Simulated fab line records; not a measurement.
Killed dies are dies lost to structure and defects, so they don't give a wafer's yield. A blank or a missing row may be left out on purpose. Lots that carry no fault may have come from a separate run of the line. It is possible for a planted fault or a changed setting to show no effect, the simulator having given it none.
fab line records    flow gf180mcu
record: lots: 5  wafers: 15  last_day: 33
route steps=602 shown STI@24 DNWELL@32 PASSIVATION@602
lots untouched by any fault: they come from a run of this same line in which no faults occurred
start_h: hours from the record's first day to the start of the lot's first wafer shown    wait_h: how many hours have passed since the lot's step before this one    " repeats the value in the row above    L1.1+2: one row covering several wafers at once    - no value, or no start given    * or withheld: withheld    < > ~ a bound
route shown NAME@n: NAME is a module with steps in the file, n the number in the route of the first one    usual: mean/standard deviation taken from wafers without a fault    same: alike in all rows    chamber/n: place in a boat    sites: readings site by site    _std_site: standard deviation across them    _edge_site: mean of outer sites minus mean of inner sites    radius_mm: how far each site lies from the wafer's centre    mask NAME#n: copy n    behind: the most recent tool/chamber to have shaped the wafer    hold: why the lot went on hold/how many hours it stayed there/how the hold came to an end    device: transistor that didn't switch, given as n, p or np    end of line: the route-end tests of the same wafers    for a step that has no rows: nothing shown but its recipe    killed: at the first sort, the dies lost to defects and structure; wafer yield is something else    map: a wafer's dies, marking killed ones x, the rest . and places with no die _
set.NAME: the setting as run; set.NAME@STEP: as run at that earlier step    model.NAME: the simulator's own value behind a step, which no gauge read
lots seen at some steps along the route; tables by step, rows by wafer
services: when a tool's chamber went out of use (start_h, in hours from the record's first day, below 0 if earlier), for how many hours, and the reason
== steps ==
step: GF_STI_CVD_23
recipe: material: SiO2  target_thk_nm: 650  sigma_open_frac: 0.3  time_s: 108.3  temp_c: 600  sih4_flow_sccm: 60  pressure_mtorr: 6
step: GF_STI_THK_MEAS_24
recipe: reads: SiO2_of_STI_CVD_23
usual: STI_CVD_23_THK: 653/8.4
lot.wafer  tool           chamber  start_h  wait_h  STI_CVD_23_THK[nm]
L994.2     film_metro-04  -        32.39    0.0     662
L994.3     "              -        "        "       654
L994.5     "              -        "        "       660
L998.1     film_metro-02  -        52.82    0.0     648
L998.2     "              -        "        "       661
L998.3     "              -        "        "       646
L101.1     film_metro-02  -        68.84    0.0     656
L101.5     "              -        "        "       639
L101.6     "              -        "        "       650
L107.3     film_metro-04  -        100.29   0.1     660
L107.5     "              -        "        "       656
L107.6     "              -        "        "       670
L110.1     film_metro-01  -        116.10   0.1     662
L110.2     "              -        "        "       646
L110.3     "              -        "        "       655
step: GF_STI_CMP_25
recipe: stop_on: Si3N4  t_overpolish_s: 33  down_force_psi: 4  platen_rpm: 60  target_thk_nm: 524.6  pad_velocity_m_s: 0.94248
usual: motor_current_A: 12.4/1.4  overpolish_run_s: 33.000/0.0088  time_to_endpoint_s: 121/3.4
lot.wafer  tool    chamber  start_h  wait_h  motor_current_A  overpolish_run_s  time_to_endpoint_s
L994.2     cmp-02  3        32.54    0.1     11.7             33.017            122
L994.3     "       0        "        "       13.2             32.996            121
L994.5     "       2        "        "       15.0             32.999            120
L998.3     cmp-02  0        52.88    0.0     13.6             33.013            124
L998.1     "       2        "        "       14.8             32.991            122
L998.2     "       3        "        "       12.1             32.999            120
L101.1     cmp-01  1        68.95    0.1     14.4             33.000            123
L101.6     "       0        "        "       12.3             32.982            125
L101.5     "       1        "        "       13.9             32.995            123
L107.3     cmp-01  0        100.48   0.2     12.2             32.987            122
L107.6     "       1        "        "       14.8             33.005            122
L107.5     "       2        "        "       11.2             32.999            117
L110.1     cmp-02  1        116.21   0.1     10.2             33.000            120
L110.2     "       2        "        "       15.0             32.993            116
L110.3     "       3        "        "       12.1             32.998            119
step: GF_STI_WET_ETCH_26
recipe: chemistry: dHF  target_depth_nm: 94  target: SiO2  temp_c: 25  dilution: 10:1  time_s: 188
step: GF_STI_WET_ETCH_27
recipe: chemistry: H3PO4  target_depth_nm: 160  target: Si3N4  temp_c: 160  time_s: 1825
step: GF_STI_WET_ETCH_28
recipe: chemistry: dHF  target_depth_nm: 20  dry: ipa_marangoni  target: SiO2  temp_c: 25  dilution: 10:1  time_s: 40
step: GF_STI_OXIDATION_29
recipe: temp_c: 900  ambient: O2  stabilise_s: 600  purge_s: 300  target_thk_a: 100  ox_time_s: 1418
step: GF_STI_THK_MEAS_30
recipe: reads: SiO2_of_STI_OXIDATION_29
usual: STI_OXIDATION_02_THK: 10.07/0.18
lot.wafer  tool           chamber  start_h  wait_h  STI_OXIDATION_02_THK[nm]
L994.2     film_metro-02  -        35.62    0.0     9.91
L994.3     "              -        "        "       9.87
L994.5     "              -        "        "       9.79
L998.1     film_metro-01  -        55.18    0.0     10.14
L998.2     "              -        "        "       9.81
L998.3     "              -        "        "       9.85
L101.1     film_metro-04  -        71.19    0.0     9.92
L101.5     "              -        "        "       9.80
L101.6     "              -        "        "       9.81
L107.3     film_metro-02  -        102.94   0.0     9.99
L107.5     "              -        "        "       10.10
L107.6     "              -        "        "       10.41
L110.1     film_metro-01  -        119.51   0.0     10.13
L110.2     "              -        "        "       10.10
L110.3     "              -        "        "       10.07
step: GF_DNWELL_DEHYDRATE_00
recipe: temp_c: 200  time_s: 60
step: GF_DNWELL_HMDS_01
recipe: prime_time_s: 60  prime_temp_c: 120
step: GF_DNWELL_COAT_02
recipe: spin_rpm: 2000  resist_thk_nm: 3000
step: GF_DNWELL_SOFTBAKE_03
recipe: temp_c: 110  time_s: withheld
step: GF_DNWELL_EXPOSE_04
recipe: mask_id: DNWELL  target_cd_nm: 1700  na: 0.6  source_shape: conventional  sigma_outer: 0.6  dose_mj: 260
lot.wafer   tool              chamber  start_h  wait_h  mask
L994.2+3+5  iline_stepper-02  0        42.17    -       DNWELL#0
L998.1+2+3  iline_stepper-02  0        61.75    -       DNWELL_R1#0
L101.1+5+6  iline_stepper-02  0        78.10    -       DNWELL#0
L107.3+5+6  iline_stepper-02  0        110.56   -       DNWELL#0
L110.1+2+3  iline_stepper-02  0        127.44   -       DNWELL#0
step: GF_DNWELL_PEB_05
recipe: temp_c: 115  time_s: withheld
step: GF_PASSIVATION_PROBE_99
lot.wafer  tool       chamber  start_h  wait_h  model.etest.dnwell.width_nm  model.etest.dnwell.line_ohm_um
L994.2     prober-01  -        678.35   0.1     1700                         546
L994.3     prober-01  -        678.40   0.2     1704                         541
L994.5     prober-01  -        678.50   0.2     1701                         551.1
L998.1     prober-01  -        706.10   0.1     1944                         478.6
L998.2     prober-01  -        706.15   0.1     1948                         478.3
L998.3     prober-01  -        706.20   0.2     1950                         477.3
L101.1     prober-02  -        728.47   0.1     1696                         555.8
L101.5     prober-02  -        728.67   0.2     1698                         557.3
L101.6     prober-02  -        728.72   0.2     1694                         554.4
L107.3     prober-02  -        767.80   0.2     1685                         560.4
L107.5     prober-02  -        767.90   0.2     1690                         554.5
L107.6     prober-02  -        767.95   0.2     1690                         564.8
L110.1     prober-01  -        785.12   0.1     1702                         547.6
L110.2     prober-01  -        785.17   0.1     1698                         549.5
L110.3     prober-01  -        785.22   0.2     1697                         550.9
killed by level:class
L994.2 V3:geometric_particle:open=9 STI:geometric_particle:open=4 M5:geometric_particle:short=4 STI:geometric_particle:short=3 M1:geometric_particle:short=3 V1:geometric_particle:open=3 M4:geometric_particle:short=3 V4:geometric_particle:open=3
L994.3 V2:geometric_particle:open=7 CONTACT:geometric_particle:open=3 V3:geometric_particle:open=3 V5:geometric_particle:short=2 M1:geometric_particle:short=2 V1:geometric_particle:open=2 M2:geometric_particle:short=2 V4:geometric_particle:open=2
L994.5 CONTACT:geometric_particle:open=5 V3:geometric_particle:open=5 V4:geometric_particle:open=5 SAB:geometric_particle:short=4 V1:geometric_particle:open=4 V2:geometric_particle:open=4 M1:geometric_particle:short=3 V2:geometric_particle:short=3
L101.1 CONTACT:geometric_particle:open=4 V1:geometric_particle:open=4 V5:geometric_particle:open=4 M2:geometric_particle:short=3 V3:geometric_particle:open=3 STI:geometric_particle:open=2 CONTACT:geometric_particle:short=2 V2:geometric_particle:open=2
L101.5 V1:geometric_particle:open=6 M1:geometric_particle:short=5 V4:geometric_particle:open=5 V4:geometric_particle:short=4 STI:geometric_particle:short=3 V5:geometric_particle:open=3 STI:geometric_particle:open=2 CONTACT:geometric_particle:short=2
L101.6 V4:geometric_particle:open=6 V5:geometric_particle:open=4 CONTACT:geometric_particle:open=3 M1:geometric_particle:short=3 V1:geometric_particle:open=3 STI:geometric_particle:short=2 M2:geometric_particle:short=2 V2:geometric_particle:short=2
L107.3 V4:geometric_particle:open=11 V1:geometric_particle:open=4 V2:geometric_particle:open=4 V4:geometric_particle:short=4 CONTACT:geometric_particle:short=3 CONTACT:geometric_particle:open=3 V1:geometric_particle:short=3 V3:geometric_particle:open=3
L107.5 V4:geometric_particle:open=7 V3:geometric_particle:open=5 STI:geometric_particle:short=4 V1:geometric_particle:open=4 POLY_GATE:geometric_particle:open=3 CONTACT:geometric_particle:short=3 STI:geometric_particle:open=2 CONTACT:geometric_particle:open=2
L107.6 V3:geometric_particle:open=5 V1:geometric_particle:open=4 CONTACT:geometric_particle:open=4 V4:geometric_particle:short=4 V5:geometric_particle:open=4 STI:geometric_particle:open=3 CONTACT:geometric_particle:short=3 V2:geometric_particle:open=3
L110.1 V3:geometric_particle:open=5 V2:geometric_particle:open=4 V5:geometric_particle:open=4 POLY_GATE:geometric_particle:open=2 CONTACT:geometric_particle:short=2 CONTACT:geometric_particle:open=2 M1:geometric_particle:short=2 V1:geometric_particle:short=2
L110.2 V1:geometric_particle:open=5 V3:geometric_particle:open=5 POLY_GATE:geometric_particle:open=4 CONTACT:geometric_particle:open=3 M1:geometric_particle:short=3 V2:geometric_particle:open=3 V4:geometric_particle:open=3 STI:geometric_particle:open=2
L110.3 V4:geometric_particle:open=6 V2:geometric_particle:open=5 CONTACT:geometric_particle:open=4 V5:geometric_particle:short=4 V2:geometric_particle:short=4 SALICIDE:geometric_particle:open=3 V3:geometric_particle:open=3 STI:geometric_particle:short=2
== services ==
tool              chamber  start_h  hours  kind
cmp-02            -        13.02    5.1    repair
cmp-02            -        13.08    3.8    repair
iline_stepper-02  -        13.87    1.7    pm
cmp-02            -        64.09    4.0    pm
cmp-02            -        68.09    -      consumable_replace:conditioner
cmp-02            -        68.09    -      consumable_replace:pad
cmp-01            -        96.97    0.9    repair
cmp-02            -        127.01   3.8    pm
== key ==
first_sign: step: GF_DNWELL_EXPOSE_04  reading: mask  direction: changed
effect none on later readings
model_effect: step: GF_PASSIVATION_PROBE_99  value: etest.dnwell.width_nm  without: 1693  struck: 1947
met_at GF_DNWELL_EXPOSE_04
struck_wafers L998.1,L998.2,L998.3
sort_left_out L998.1,L998.2,L998.3
tester_left_out L998
onset_between 42.17 61.75
fault: kind: wrong_mask  tool: any  chamber: -  onset_h: 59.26  steps: GF_DNWELL_EXPOSE_04  aux_copy: DNWELL_R1#0  cd_offset_nm: 255  scope: struck_lots_only
tester_left_out: of these lots the tester's yield and bins aren't shown, on N5 and GAA mostly nor the transistor test; their killed dies are dies lost to structure and defects alone, not to doping, threshold or leakage, so they don't give the yield
sort_left_out: the simulated sort isn't trusted on such a fault, so these wafers' sort isn't shown, and their yield isn't known
